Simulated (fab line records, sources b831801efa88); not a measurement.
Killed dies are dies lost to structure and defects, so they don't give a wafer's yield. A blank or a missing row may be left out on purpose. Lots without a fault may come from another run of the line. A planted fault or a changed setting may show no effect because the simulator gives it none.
A struck lot beside a sound one | flow sfq_line | 42 steps out of a route of 325
Sound: wafers L719.1, L719.4, L719.5. Struck: wafers L731.1, L731.3, L731.5. The cause comes at the end.
At each step with rows: each side's tool, then ch and its chambers, then its first start. Under that, the readings that differ: sound wafers | struck wafers | difference of the means | sigmas: that difference in standard deviations of wafers without a fault.
alike: readings whose means differ by less than 2 such deviations, and words and numbers that are the same on both sides. not compared: withheld readings, readings that some wafer has no value for, bounds like >300 that may hide the same value, and numbers for which the record gives no deviation and whose values overlap.
The two part at a step that has a row with sigmas, a row that says differs or no value, or rows on one side only. Numbers that don't overlap but have no deviation are shown without sigmas and don't part them. A reading that every wafer of one side lacks parts them only if that side has two wafers or more.

first, 6 steps without rows for these wafers: SFQ_TRILAYER_M2_LITHO_COAT_062 (resist thk 62 nm); SFQ_TRILAYER_M2_LITHO_COAT_057 (resist thk 600 nm); SFQ_TRILAYER_M2_LITHO_SOFTBAKE_061; SFQ_TRILAYER_M2_LITHO_EXPOSE_058 (exposes mask M2, target cd 500 nm); SFQ_TRILAYER_M2_LITHO_PEB_060 (peb time 60 s); SFQ_TRILAYER_M2_LITHO_DEVELOP_059 (time 60 s).
SFQ_M2_OVL_MEAS_916:
  sound on overlay-01, day 20 16:51; struck on overlay-02, day 25 12:07
  alike: M2_OVL
then, 1 step without rows for these wafers: SFQ_TRILAYER_M2_BARC_OPEN_METAL_ETCH_077 (etches BARC in O2, target depth 125 nm, time 41.7 s).
SFQ_TRILAYER_M2_ETCH_METAL_ETCH_060: etches Nb in Cl2/Ar, stops on SiO2, target depth 240 nm, time 120 s.
  sound on rie_metal-02 ch 0,1, day 20 16:57; struck on rie_metal-02 ch 0,1, day 25 12:13
  alike: drypump_motor_current_A, oes_product_au
  not compared: rf_hours_counter_h
then, 2 steps without rows for these wafers: SFQ_TRILAYER_M2_STRIP_STRIP_061 (strips in O2); SFQ_TRILAYER_M2_STRIP_SOLV_CLEAN_062 (cleans in NMP, time 600 s).
SFQ_TRILAYER_I2_DEP_PECVD_063: deposits SiO2 from SiH4/N2O, time 111.11 s, target thk 500 nm.
  sound on pecvd-02 ch 1,2, day 20 17:52; struck on pecvd-04 ch 0,1,2, day 25 13:08
  alike: heater_power_outer_w, heater_power_w, showerhead_vpp_V, throttle_valve_pct
  not compared: since_wet_clean_h
SFQ_TRILAYER_I2_CMP_CMP_064: polishes SiO2.
  sound on cmp-02 ch 0,2, day 20 18:26; struck on cmp-01 ch 1,3, day 26 05:09
  no value came back on the struck wafers for any of 5 readings (edge_zone_pressure_frac, head_pressure_psi (psi) and others); on the sound wafers edge_zone_pressure_frac reads 1.000 1.001 0.997
  reading                                             | sound             | struck            | difference | sigmas
  model.SiO2_of_TRILAYER_I2_DEP_PECVD_063.thk_nm (nm) | 199.3 199.3 198.5 | 506.5 510.8 516.7 | +312.3     |
SFQ_I2_BOW_MEAS_917:
  sound on film_metro-04, day 20 20:56; struck on film_metro-04, day 26 07:39
  alike: I2_BOW
SFQ_TRILAYER_I2_METRO_MEASURE_065:
  sound on film_metro-04, day 20 21:04; struck on film_metro-04, day 26 07:46
  reading     | sound             | struck            | difference | sigmas
  thk_nm (nm) | 199.4 199.3 198.7 | 506.4 510.7 517.2 | +312.3     | +99 or more
then, 6 steps without rows for these wafers: SFQ_TRILAYER_I2_VIA_LITHO_COAT_072 (resist thk 62 nm); SFQ_TRILAYER_I2_VIA_LITHO_COAT_067 (resist thk 650 nm); SFQ_TRILAYER_I2_VIA_LITHO_SOFTBAKE_071; SFQ_TRILAYER_I2_VIA_LITHO_EXPOSE_068 (exposes mask I2, target cd 500 nm); SFQ_TRILAYER_I2_VIA_LITHO_PEB_070 (peb time 60 s); SFQ_TRILAYER_I2_VIA_LITHO_DEVELOP_069 (time 60 s).
-- the record jumps here: 3 days lie between the struck wafers' starts before and after --
SFQ_I2_OVL_MEAS_918:
  sound on overlay-02, day 24 11:30; struck on overlay-01, day 29 10:16
  alike: I2_OVL
then, 1 step without rows for these wafers: SFQ_TRILAYER_I2_VIA_BARC_OPEN_VIA_ETCH_096 (etches BARC in O2, target depth 125 nm, time 41.7 s).
SFQ_TRILAYER_I2_VIA_ETCH_VIA_ETCH_070: etches SiO2 in CHF3, stops on Nb, target depth 260 nm.
  sound on rie_diel-01 ch 0,1,3, day 24 11:35; struck on rie_diel-02 ch 0,3, day 29 10:20
  reading                        | sound             | struck            | difference | sigmas
  oes_product_au (a.u.)          | 0.855 0.856 0.854 | 1.600 1.608 1.599 | +0.747     | +99 or more
  model.etch.depth_nm (nm)       | 199.3 199.3 198.5 | 254.4 258.5 255.7 | +57.2      |
  model.I2.feature_depth_nm (nm) | 199.3 199.3 198.5 | 254.4 258.5 255.7 | +57.2      |
  alike: drypump_motor_current_A
SFQ_TRILAYER_I2_VIA_STRIP_STRIP_071: strips in O2.
  sound on rie_metal-04 ch 0,1, day 24 11:41; struck on rie_metal-03 ch 1, day 29 10:27
  reading                     | sound          | struck         | difference | sigmas
  drypump_motor_current_A (A) | 5.81 6.08 5.80 | 6.61 6.61 6.60 | +0.71      | +2
  alike: oes_product_au
  not compared: rf_hours_counter_h
then, 1 step without rows for these wafers: SFQ_TRILAYER_I2_VIA_STRIP_SOLV_CLEAN_072 (cleans in NMP, time 600 s).
SFQ_TRILAYER_M3_DEP_PRE_CLEAN_074: time 22.5 s.
  sound on pvd_sputter-04, day 24 12:28; struck on pvd_sputter-04, day 29 11:14
  reading                                             | sound           | struck          | difference | sigmas
  model.SiO2_of_TRILAYER_I2_DEP_PECVD_063.thk_nm (nm) | 191.8 191.8 191 | 499 503.3 509.2 | +312       |
SFQ_TRILAYER_M3_DEP_SPUTTER_073: material Nb, target thk 200 nm, time 133.3 s.
  sound on pvd_sputter-04, day 24 12:30; struck on pvd_sputter-04, day 29 11:16
  alike: base_pressure_pa, throttle_valve_pct
SFQ_M3_RS_MEAS_919: measures by four-point-probe.
  sound on film_metro-03, day 24 12:35; struck on film_metro-02, day 29 11:21
  alike: M3_NB_RS
then, 6 steps without rows for these wafers: SFQ_TRILAYER_M3_LITHO_COAT_080 (resist thk 62 nm); SFQ_TRILAYER_M3_LITHO_COAT_075 (resist thk 600 nm); SFQ_TRILAYER_M3_LITHO_SOFTBAKE_079; SFQ_TRILAYER_M3_LITHO_EXPOSE_076 (exposes mask M3, target cd 500 nm); SFQ_TRILAYER_M3_LITHO_PEB_078 (peb time 60 s); SFQ_TRILAYER_M3_LITHO_DEVELOP_077 (time 60 s).
-- the record jumps here: 3 days lie between the struck wafers' starts before and after --
SFQ_M3_OVL_MEAS_921:
  sound on overlay-02, day 27 15:41; struck on overlay-02, day 32 10:28
  alike: M3_OVL
SFQ_TRILAYER_M3_BARC_OPEN_METAL_ETCH_100: etches BARC in O2, target depth 125 nm, time 41.7 s.
  sound on rie_metal-03 ch 0,1, day 27 15:44; struck on rie_metal-01 ch 0, day 32 10:29
  alike: drypump_motor_current_A, oes_product_au
  not compared: rf_hours_counter_h
then, 4 steps without rows for these wafers: SFQ_TRILAYER_M3_ETCH_METAL_ETCH_078 (etches Nb in Cl2/Ar, stops on SiO2, target depth 240 nm, time 120 s); SFQ_TRILAYER_M3_STRIP_STRIP_079 (strips in O2); SFQ_TRILAYER_M3_STRIP_SOLV_CLEAN_080 (cleans in NMP, time 600 s); SFQ_TRILAYER_I3_DEP_PECVD_081 (deposits SiO2 from SiH4/N2O, time 111.11 s, target thk 500 nm).
-- the record jumps here: 42 days lie between the struck wafers' starts before and after --
SFQ_M8_BOW_MEAS_951:
  sound on film_metro-03, day 68 10:30; struck on film_metro-04, day 74 15:39
  reading                 | sound             | struck            | difference | sigmas
  model.etest.i2.link_ohm | 1.962 1.973 1.972 | 1e+06 1e+06 1e+06 | +1e+06     |
  alike: M8_BOW

WHERE THEY PART
First at SFQ_TRILAYER_I2_CMP_CMP_064; last, within this record, at SFQ_TRILAYER_I2_VIA_STRIP_STRIP_071. Later steps at which nothing parts them and some readings are alike: SFQ_TRILAYER_M3_DEP_SPUTTER_073, SFQ_M3_RS_MEAS_919, SFQ_M3_OVL_MEAS_921, SFQ_TRILAYER_M3_BARC_OPEN_METAL_ETCH_100, SFQ_M8_BOW_MEAS_951.

WHY: what the simulator had put in
Skipped step whole: cmp-01, from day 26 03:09 on, at SFQ_TRILAYER_I2_CMP_CMP_064. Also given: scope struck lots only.
